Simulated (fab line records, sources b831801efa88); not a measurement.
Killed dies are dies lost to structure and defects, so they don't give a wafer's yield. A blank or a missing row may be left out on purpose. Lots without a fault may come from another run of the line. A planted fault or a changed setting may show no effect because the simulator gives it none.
Chamber matching | flow sky130 | SKY_CONTACT_CVD_00 on pecvd-03: 3 sister chambers
The step deposits Si3N4, target thk 75 nm. 18 wafers are shown with their chamber, then 8 later ones without.

WAFERS WITH THEIR CHAMBER
wafer  | chamber | heater_power_w (W)
L117.1 | 0       | 658
L117.5 | 2       | 666
L117.6 | 0       | 657
L120.3 | 0       | 603
L120.4 | 0       | 589
L120.5 | 1       | 694
L121.3 | 2       | 721
L121.5 | 0       | 691
L121.6 | 2       | 705
L122.1 | 2       | 636
L122.3 | 1       | 697
L122.6 | 2       | 655
L125.3 | 2       | 615
L125.4 | 1       | 697
L125.6 | 2       | 603
L127.2 | 1       | 630
L127.4 | 2       | 691
L127.6 | 1       | 618

SIGNATURES (means of the wafers above)
reading        | chamber 0 | chamber 1 | chamber 2 | scatter within a chamber
heater_power_w | 639.60    | 667.20    | 661.50    | 41.7
Rule: a wafer's distance from a chamber is the root of the sum, over the readings, of the square of ((its reading less the chamber's mean) divided by the reading's scatter). The wafer belongs to the nearest chamber; if the next one is less than 2 further off, it can't be placed. The scatter: the root of (the sum of the squares of (reading less its chamber's mean) over the shown wafers, divided by (wafers less chambers)).

WAFERS WITHOUT THEIR CHAMBER
wafer  | heater_power_w (W)
L131.3 | 589
L131.4 | 661
L133.3 | 646
L133.4 | 728
L133.6 | 677
L137.1 | 627
L137.3 | 715
L137.4 | 619

WHICH CHAMBER EACH WENT THROUGH
wafer  | from the rows above          | in truth
L131.3 | can't be placed: 0 or 2 or 1 | 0
L131.4 | can't be placed: 2 or 1 or 0 | 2
L133.3 | can't be placed: 0 or 2 or 1 | 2
L133.4 | can't be placed: 1 or 2 or 0 | 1
L133.6 | can't be placed: 1 or 2 or 0 | 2
L137.1 | can't be placed: 0 or 2 or 1 | 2
L137.3 | can't be placed: 1 or 2 or 0 | 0
L137.4 | can't be placed: 0 or 2 or 1 | 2
Placed correctly: 0 of 8. Can't be placed from these rows: 8 (the true chamber is among the candidates in 8). Placed wrongly: 0.
